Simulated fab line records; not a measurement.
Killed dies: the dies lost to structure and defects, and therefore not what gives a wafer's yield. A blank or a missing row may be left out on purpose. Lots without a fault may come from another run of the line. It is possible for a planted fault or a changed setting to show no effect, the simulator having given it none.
A struck lot beside a sound one	flow sky130	15 out of 708 route steps
Sound: the wafers L199.1, L199.3, L199.4. The struck wafers were L189.3, L189.4, L189.5. At the end, the cause is stated.
For every step that has rows: the tool of each side, followed by ch and its chambers, followed by its first start. Under that, the readings that differ: sound wafers	struck wafers	difference of the means	sigmas: that difference in standard deviations of wafers without a fault.
alike: readings with means less than 2 such deviations apart, plus words and numbers identical on both sides. not compared: withheld readings, readings lacking a value on some wafer, bounds such as >300 that could conceal the same value, and numbers that have no deviation in the record and whose values overlap.
The two part at a step that has a row with sigmas, a row that says differs or no value, or rows on one side only. When numbers do not overlap yet have no deviation, they are printed without sigmas and do not part them. Lack of a reading on every wafer of one side parts them only where that side has two or more wafers.

SKY_LOCAL_INTERCONNECT_RS_MEAS_01: the measuring method here is four-point-probe.
  struck on film_metro-04, day 32 20:44; sound on film_metro-03, day 35 22:08
reading	sound	struck	difference	sigmas
LOCAL_INTERCONNECT_TIN_RS (ohm/sq)	13.96 14.03 14.11	14.36 14.48 14.48	+0.41	+3
SKY_LOCAL_INTERCONNECT_THK_MEAS_02: measures by xrf.
  struck on film_metro-04, day 32 20:50; sound on film_metro-03, day 35 22:16
reading	sound	struck	difference	sigmas
LOCAL_INTERCONNECT_TIN_THK (nm)	100.9 100.8 100.1	99.0 97.7 97.9	-2.4	-2
then, 8 steps without rows for these wafers: SKY_LOCAL_INTERCONNECT_DEHYDRATE_03 (time 60 s); SKY_LOCAL_INTERCONNECT_HMDS_04 (prime time 60 s); SKY_LOCAL_INTERCONNECT_COAT_05 (resist thk 60 nm); SKY_LOCAL_INTERCONNECT_COAT_06 (resist thk 450 nm); SKY_LOCAL_INTERCONNECT_SOFTBAKE_07 (time 90 s); SKY_LOCAL_INTERCONNECT_EXPOSE_08 (exposes mask LI1M, target cd 170 nm); SKY_LOCAL_INTERCONNECT_PEB_09; SKY_LOCAL_INTERCONNECT_DEVELOP_10 (develop time 60 s).
SKY_LOCAL_INTERCONNECT_CD_MEAS_11 targets a cd of 170 nm.
  struck on cd_sem-02, day 33 23:34; sound on cd_sem-02, day 37 00:08
  alike: cd_nm
SKY_LOCAL_INTERCONNECT_OVL_MEAS_12:
  struck on overlay-02, day 33 23:40; sound on overlay-02, day 37 00:16
  alike: LOCAL_INTERCONNECT_OVL
SKY_LOCAL_INTERCONNECT_ETCH_13: etches BARC in N2/H2, stops on SiO2, time 45.9 s, target depth 60 nm.
  sound on rie_metal-02 ch 0,1, day 37 00:17; struck on rie_metal-02 ch 0,1, day 33 23:43
reading	sound	struck	difference	sigmas
h2_flow_sccm (sccm)	198.4 198.4 199.4	200.8 199.7 200.6	+1.6	+2
model.SiO2_of_SONOS_ONO_CVD_04.thk_nm (nm)	4.223 4.167 4.233	4.103 4.06 4.056	-0.135	
  alike: drypump_motor_current_A, he_backside_leak_sccm, oes_product_au, throttle_valve_pct
  not compared: rf_hours_counter_h
SKY_LOCAL_INTERCONNECT_METAL_ETCH_14: etches TiN in Cl2/BCl3, stops on PSG, target depth 110 nm, time 31.4 s.
  sound on rie_metal-02 ch 0,1, day 37 00:22; struck on rie_metal-02 ch 0,1, day 33 23:46
  alike: drypump_motor_current_A, he_backside_leak_sccm, oes_product_au, throttle_valve_pct
  not compared: rf_hours_counter_h
-- record jumps: 15 days separate the struck wafers' starts on either side; left off in module LOCAL_INTERCONNECT, taken up again in module PAD_OPEN, whose first shown step is the route's number 708 --
SKY_PAD_OPEN_PROBE_99:
  struck on prober-02, day 48 12:25; sound on prober-01, day 50 14:57
  alike: killed_at_M0_to_M3, killed_at_M4_up, killed_at_contacts, killed_at_front_end, killed_at_other, killed_dies, killed_open, killed_short

## WHERE THEY PART
Earliest at SKY_LOCAL_INTERCONNECT_RS_MEAS_01; latest, in this record, at SKY_LOCAL_INTERCONNECT_ETCH_13. Later steps at which nothing parts them and some readings are alike: SKY_LOCAL_INTERCONNECT_METAL_ETCH_14, SKY_PAD_OPEN_PROBE_99.

WHY: whatever the simulator had introduced
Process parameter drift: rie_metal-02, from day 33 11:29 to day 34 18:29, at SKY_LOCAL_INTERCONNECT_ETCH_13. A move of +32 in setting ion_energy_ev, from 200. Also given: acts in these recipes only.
